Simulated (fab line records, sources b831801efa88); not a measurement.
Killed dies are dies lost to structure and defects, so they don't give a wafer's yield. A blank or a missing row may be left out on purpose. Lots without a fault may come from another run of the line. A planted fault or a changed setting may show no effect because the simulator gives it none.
One fault seen from 2 desks | flow sky130 | each desk has only its own numbers; what lay behind them comes last

THE METROLOGY DESK
What the gauges read, lot by lot, whatever tool the lot ran on: means of the sampled wafers that have a number. A lot is out of limits, marked OUT, if its mean lies more than 4 standard deviations from the usual mean; the brackets give that distance.
Columns: A = cd_nm at SKY_METAL2_CD_MEAS_15, usual 140.2 nm
lot  | first seen here | A
L599 | day 35 13:39    | 141.0
L600 | day 35 22:13    | 139.6
L601 | day 36 08:34    | 139.5
L602 | day 36 22:31    | 140.4
L604 | day 37 01:04    | 140.3
L605 | day 37 13:41    | 141.2
L607 | day 38 04:40    | 139.1
L609 | day 39 03:56    | 140.9
L613 | day 40 08:01    | 141.4
L621 | day 42 04:27    | 139.9
This desk's finding: nothing out of limits on any of the 10 lots.

THE TOOL OWNER'S DESK: rie_metal-04
The tool's own readings at SKY_METAL2_ETCH_18 (etches BARC in N2/H2, stops on SiO2, time 45.9 s, target depth 60 nm): means of the sampled wafers that have a number, for each lot that ran on this tool. A lot is out of limits, marked OUT, if its mean lies more than 4 standard deviations from the usual mean; the brackets give that distance.
Columns: A = drypump_motor_current_A at SKY_METAL2_ETCH_18, usual 5.6 A; B = n2_flow_sccm at SKY_METAL2_ETCH_18, usual 100.04 sccm; C = oes_product_au at SKY_METAL2_ETCH_18, usual 0.856 a.u.; D = throttle_valve_pct at SKY_METAL2_ETCH_18, usual 13.225 %
lot  | first seen here | A   | B      | C     | D
L599 | day 35 13:50    | 5.1 | 100.09 | 0.856 | 13.215
L602 | day 36 22:41    | 5.1 | 100.07 | 0.861 | 13.229
L605 | day 37 13:51    | 5.1 | 99.93  | 0.847 | 13.226
L609 | day 39 04:07    | 5.1 | 99.91  | 0.851 | 13.225
L613 | day 40 08:11    | 5.1 | 99.95  | 0.856 | 13.223
This desk's finding: nothing out of limits on any of the 5 lots.

PUT TOGETHER
The metrology desk saw nothing out of limits.
The tool owner's desk saw nothing out of limits.

WHAT THE SIMULATOR HAD PUT IN
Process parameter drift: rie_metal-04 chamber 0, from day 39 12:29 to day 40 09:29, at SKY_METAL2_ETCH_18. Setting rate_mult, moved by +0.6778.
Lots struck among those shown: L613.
